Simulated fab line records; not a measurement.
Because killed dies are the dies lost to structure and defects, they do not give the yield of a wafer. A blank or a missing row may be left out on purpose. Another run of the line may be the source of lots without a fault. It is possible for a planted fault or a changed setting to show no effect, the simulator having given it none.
Which tool is to blame?	flow sky130	35 wafers from 12 lots sampled at 2 of the route's 708 steps

WHAT EACH GAUGE READ, for each wafer
SKY_METAL2_CD_MEAS_15: target cd 140 nm.
lot	measured	on	cd nm (nm)
L706	day 35 01:08	cd sem-02	141.2 141.5 141.2
L708	day 35 15:15	cd sem-01	141.1 141.9 140.9
L709	day 36 03:19	cd sem-02	142.0 141.0 142.3
L710	day 36 07:12	cd sem-02	140.0 138.9 139.9
L713	day 37 13:34	cd sem-01	142.6 140.5 139.6
L714	day 37 18:07	cd sem-01	140.4 140.8 139.0
L715	day 38 18:30	cd sem-01	137.9 137.6 139.4
L716	day 38 20:39	cd sem-01	140.4 139.5 139.5
L719	day 39 16:33	cd sem-02	137.5 138.7
L726	day 41 21:45	cd sem-02	142.4 140.9 143.0
L728	day 42 00:58	cd sem-02	139.0 138.5 139.6
L727	day 42 01:40	cd sem-02	139.9 140.3 138.7

SKY_VIA2_THK_MEAS_01.
lot	measured	on	VIA2_HDPCVD_THK (nm)
L706	day 35 02:13	film metro-03	1186 1204 1206
L708	day 35 16:19	film metro-02	1213 1195 1204
L709	day 36 04:30	film metro-03	1205 1213 1189
L710	day 36 08:16	film metro-02	1195 1206 1196
L713	day 37 14:38	film metro-03	1194 1206 1213
L714	day 37 19:10	film metro-01	1183 1213 1198
L715	day 38 19:34	film metro-03	1199 1181 1182
L716	day 38 21:43	film metro-02	1191 1185 1213
L719	day 39 17:38	film metro-02	1198 1188
L726	day 41 22:50	film metro-02	1211 1201 1222
L728	day 42 02:00	film metro-01	1235 1231 1219
L727	day 42 02:42	film metro-01	1210 1209 1202

WHAT TOOL EACH LOT RAN ON (gives the tool, then ch and the chambers of the sampled wafers, and finally the start)
Before these readings, the record contains no process step.

AS READ BY THE TOOLS THEMSELVES (means over the sampled wafers that have a number; for cases with no such wafer, the mark the record gives instead)
The record holds no such reading with a usual standard deviation.

THE ANSWER, worked out from the rows above alone
Rule: what is usual is taken from the lots themselves. Put in order of their means at a reading, lots are off if they are a third of the lots or fewer, leave a main group of 4 or more, and stand apart from it by a gap of 3 or more times the standard deviation of the main group's means; of several such gaps the widest counts. A main group whose means are all the same, to the digits that the tables above print for the reading, isn't used. A lot without any number at a reading at which 4 lots or more have one is off too. Any other lot the step has rows for is counted as sound. After the gauges, taken in route order, come the tools' own readings; for these a lot's mean is taken, as printed above. The first step at which some lot is off is used, and at that step the reading that is off furthest; a lot without a number counts as furthest.
None of the lots is off at any reading shown; this tells nothing.

WHAT HAD BEEN PUT IN BY THE SIMULATOR
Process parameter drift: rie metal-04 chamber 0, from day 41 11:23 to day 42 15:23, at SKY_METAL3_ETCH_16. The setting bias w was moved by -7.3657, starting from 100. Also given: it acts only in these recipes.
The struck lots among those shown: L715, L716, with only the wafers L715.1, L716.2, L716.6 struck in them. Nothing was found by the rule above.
